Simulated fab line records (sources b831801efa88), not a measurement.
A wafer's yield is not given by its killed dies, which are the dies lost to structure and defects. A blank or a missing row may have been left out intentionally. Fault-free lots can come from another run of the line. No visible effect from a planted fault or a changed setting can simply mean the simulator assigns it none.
A lot that was struck, set against a sound lot | flow gf180mcu | 30 steps out of a route of 602
Sound: these wafers, L524.2, L524.4, L524.5. Struck: wafer L509.1. (L509.2, L509.5 of the same lot were not struck and are left out.) The cause comes at the end.
Per side, at each step with rows, come the tool, then ch with its chambers, and then its first start. Under that, the readings that differ: sound wafers | struck wafers | difference of the means | sigmas: that difference in standard deviations of wafers without a fault.
alike: readings whose means differ by less than 2 such deviations, and words and numbers that are the same on both sides. not compared: withheld readings, readings that some wafer has no value for, bounds like >300 that may hide the same value, and numbers for which the record gives no deviation and whose values overlap.
A row with sigmas, a row that says differs or no value, or rows on one side alone: a step with any of these is where the two part. Non-overlapping numbers with no deviation appear without sigmas and do not part them. A reading that every wafer of one side lacks parts them only if that side has two wafers or more.

first, 3 steps without rows for these wafers: GF_PSD_EXPOSE_04 (exposes mask Pplus, target cd 400 nm); GF_PSD_PEB_05; GF_PSD_DEVELOP_06 (develop time 60 s).
GF_PSD_CD_MEAS_07: target cd 400 nm.
  sound: cd sem-02 at day 21 17:34; struck: cd sem-01 at day 16 07:38
  alike: cd nm
GF_PSD_OVL_MEAS_08:
  sound: overlay-02 at day 21 17:40; struck: overlay-02 at day 16 07:45
  alike: PSD_OVL
then, 1 step without rows for these wafers: GF_PSD_IMPLANT_09.
GF_PSD_STRIP_10: strips in O2/N2.
  sound on plasma asher-01 ch 0,1, day 21 17:51; struck on plasma asher-02 ch 1, day 16 07:56
  alike: drypump motor current A, heater power w, oes product au, strip time to endpoint s
  not compared: rf hours counter h
GF_PSD_TW_MEAS_11:
  sound: film metro-03 at day 21 17:58; struck: film metro-04 at day 16 08:02
  reading | sound          | struck | difference | sigmas
  PSD_TW  | 3255 3267 3273 | 3176   | -89        | -2
then, 1 step without rows for these wafers: GF_PSD_CLEAN_12 (cleans in SC1/SC2, time 150 s).
GF_PSD_RTA_13: time 20 s.
  sound on rtp anneal-02 ch 0, day 21 18:05; struck on rtp anneal-01 ch 0, day 16 08:09
  alike: lamp power pct, wafer_temp_C_max
GF_PSD_RS_MEAS_14: a four-point-probe measurement.
  sound: film metro-04 at day 21 18:10; struck: film metro-02 at day 16 08:14
  alike: NSD_RS
GF_PSD_RS_MEAS_15: a four-point-probe measurement.
  sound: film metro-04 at day 21 18:17; struck: film metro-02 at day 16 08:21
  alike: PSD_RS
GF_SAB_CVD_00: deposits SiO2 from TEOS, target thk 50 nm, time 4.9302 s.
  sound on pecvd-04 ch 1,2, day 21 18:23; struck on pecvd-04 ch 0, day 16 08:28
  reading                              | sound             | struck | difference | sigmas
  model.SiO2_of_SAB_CVD_00.thk nm (nm) | 48.81 49.23 49.89 | 53.35  | +4.04      |
  alike: heater power w
GF_SAB_THK_MEAS_01:
  sound: film metro-01 at day 21 18:25; struck: film metro-03 at day 16 08:29
  reading             | sound          | struck | difference | sigmas
  SAB_CVD_00_THK (nm) | 48.9 49.2 49.9 | 53.4   | +4.1       | +6
then, 7 steps without rows for these wafers: GF_SAB_DEHYDRATE_02 (time 60 s); GF_SAB_HMDS_03 (prime time 60 s); GF_SAB_COAT_04 (resist thk 1000 nm); GF_SAB_SOFTBAKE_05 (time 60 s); GF_SAB_EXPOSE_06 (exposes mask SAB, target cd 420 nm); GF_SAB_PEB_07; GF_SAB_DEVELOP_08 (develop time 60 s).
GF_SAB_CD_MEAS_09: target cd 420 nm.
  sound: cd sem-01 at day 22 17:18; struck: cd sem-02 at day 17 07:03
  alike: cd nm
GF_SAB_OVL_MEAS_10:
  sound: overlay-01 at day 22 17:25; struck: overlay-02 at day 17 07:10
  alike: SAB_OVL
GF_SAB_ETCH_11: etches SiO2 in C4F8/O2/Ar, target depth 55 nm, time 8.5 s.
  sound on rie diel-02 ch 1,2, day 22 17:26; struck on rie diel-04 ch 0, day 17 07:12
  alike: oes product au
  not compared: rf hours counter h
then, 1 step without rows for these wafers: GF_SAB_WET_ETCH_12 (etches SiO2 in dHF, target depth 22 nm, time 440 s).
GF_SAB_STRIP_13: strips in O2/N2.
  sound on plasma asher-02 ch 0,1, day 22 17:35; struck on plasma asher-04 ch 0, day 17 07:21
  reading                     | sound             | struck | difference | sigmas
  drypump motor current A (A) | 6.0 6.2 6.3       | 5.0    | -1.2       | -3
  oes product au (a.u.)       | 0.701 0.701 0.704 | 0.714  | +0.012     | +3
  alike: heater power w, strip time to endpoint s
  not compared: rf hours counter h
then, 1 step without rows for these wafers: GF_SALICIDE_CLEAN_00 (cleans in SC1/SC2, time 150 s).
GF_SALICIDE_WET_ETCH_01: etches SiO2 in dHF, target depth 5 nm, time 100 s.
  sound on wet bench-01 ch 1, day 22 17:44; struck on wet bench-03 ch 3, day 17 07:30
  reading                              | sound             | struck | difference | sigmas
  model.SiO2_of_SAB_CVD_00.thk nm (nm) | 37.86 38.24 38.86 | 42.32  | +4.00      |
GF_SALICIDE_SPUTTER_02: material Co, target thk 10 nm, time 20 s.
  sound: pvd sputter-01 at day 22 17:46; struck: pvd sputter-04 at day 17 07:32
  alike: throttle valve pct
GF_PASSIVATION_PROBE_99:
  the record has rows for the sound wafers here (prober-02, day 34 16:11) and none for the struck ones

== WHERE THEY PART ==
Earliest at GF_PSD_TW_MEAS_11; latest, in this record, at GF_PASSIVATION_PROBE_99.

WHY: what the simulator had put in
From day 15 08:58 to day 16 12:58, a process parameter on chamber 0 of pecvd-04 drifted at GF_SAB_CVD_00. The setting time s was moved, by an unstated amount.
